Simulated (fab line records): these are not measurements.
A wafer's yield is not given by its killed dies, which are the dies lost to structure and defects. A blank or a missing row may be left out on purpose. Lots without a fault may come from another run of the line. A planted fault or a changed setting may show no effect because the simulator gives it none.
Problem report in the 8D (eight disciplines) form, filled by code -- flow sky130 -- the parts of the form that need people (team, actions taken, sign-off) are left out

## 1. THE PROBLEM
Wafers free of any fault read 74.5 nm (standard deviation 1.1) for CONTACT_CVD_00_THK at SKY_CONTACT_THK_MEAS_01, against a mean of 111.8 nm on 2 wafers of 2 lots. That is +34 standard deviations from the usual mean.
Seen first at day 36 09:57 on film metro-01, wafer L838.2. At this step, 33 wafers from 11 lots have a number in the record. Rule for "out", or "out of limits": more than 4 standard deviations from the usual mean. The rest of the wafers with a number are treated as sound.

## 2. WHAT IT IS, AND WHAT IT ISN'T
question,is,is not
which readings at this step,CONTACT_CVD_00_THK,-
which lots,"L838, L842","L824, L828, L830, L832, L835, L837, L840, L843, L844"
which wafers of those lots,"L838.2, L842.2","L838.1, L838.5, L842.3, L842.4"
read on which gauges,"film metro-01, film metro-04",film metro-02
when,from day 36 09:57,"up to then (20 sound wafers); but 11 sound wafers of L840, L842, L843, L844 came after"

## 3. WHAT RULES OUT EACH SUSPECT
Counting: any tool at a process step up to the reading remains a suspect provided it ran every lot that is out. Sound lots after the first of them don't rule it out here, since some wafers of a struck lot are sound.
- the gauge at SKY_CONTACT_THK_MEAS_01: ruled out. The wafers that are out were read on 2 gauges (film metro-01, film metro-04).
- cmp-02 at SKY_LI_CONTACT_CMP_24 (polishes, stops on PSG, t overpolish 20 s, target thk 0 nm): kept. It ran every lot that is out, first L838 (day 35 01:35).
- pecvd-02 at SKY_CONTACT_CVD_00 (deposits Si3N4, target thk 75 nm): kept. It ran every lot that is out, first L838 (day 36 09:55); its last sound lot up to then is L832 (day 34 13:38).
Remaining after the count are cmp-02 at SKY_LI_CONTACT_CMP_24 and pecvd-02 at SKY_CONTACT_CVD_00.

## 4. THE CAUSE (what the simulator had put in)
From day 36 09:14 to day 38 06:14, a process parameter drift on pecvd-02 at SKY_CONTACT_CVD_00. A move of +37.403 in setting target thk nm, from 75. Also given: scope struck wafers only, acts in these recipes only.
Of the 2 suspects that counting leaves, this tool is one.

## 5. THE CHAIN OF EFFECTS, in route order
One row per reading whose mean, taken over the struck wafers that have a number, lies over 3 standard deviations from the usual. Readings are gone through only where the record gives a usual standard deviation; hours: the median, over the lots, of the time from a lot's start at the first step in this table giving one to that lot's start at this step; sigmas: the change measured in usual standard deviations.
hours,step,reading,usual,on struck wafers,change,sigmas
0,SKY_CONTACT_THK_MEAS_01,CONTACT_CVD_00_THK,74.5 nm,111.8,+37.2,+34
-,SKY_CONTACT_ETCH_18,oes product au,0.852 a.u.,0.999,+0.147,+18
-,SKY_CONTACT_ETCH_18,throttle valve pct,8.793 %,8.832,+0.039,+4.2
325,SKY_PAD_OPEN_PROBE_99,killed at contacts,25,434,+409,+80
325,SKY_PAD_OPEN_PROBE_99,killed dies,87,492,+405,+43
325,SKY_PAD_OPEN_PROBE_99,killed on rim,17,96,+79,+20
The process steps in it:
- SKY_CONTACT_ETCH_18: etches Si3N4 in CHF3/O2, stops on TiN, time 39 s, target depth 75 nm.
- SKY_PAD_OPEN_PROBE_99

## 6. HOW IT WOULD HAVE BEEN CAUGHT EARLIER
In this record the first reading out of limits at a measuring or inspecting step was taken at day 36 09:57, 1 hour after the fault began at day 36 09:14.
Tool readings at SKY_CONTACT_CVD_00 with a usual standard deviation given in the record: none out on any struck wafer, hence no alarm at a limit of 4 standard deviations on them.
Of the lots that are out (2), L842 began SKY_CONTACT_CVD_00 on pecvd-02 after day 36 09:57. A hold on the tool at that time would have spared it.
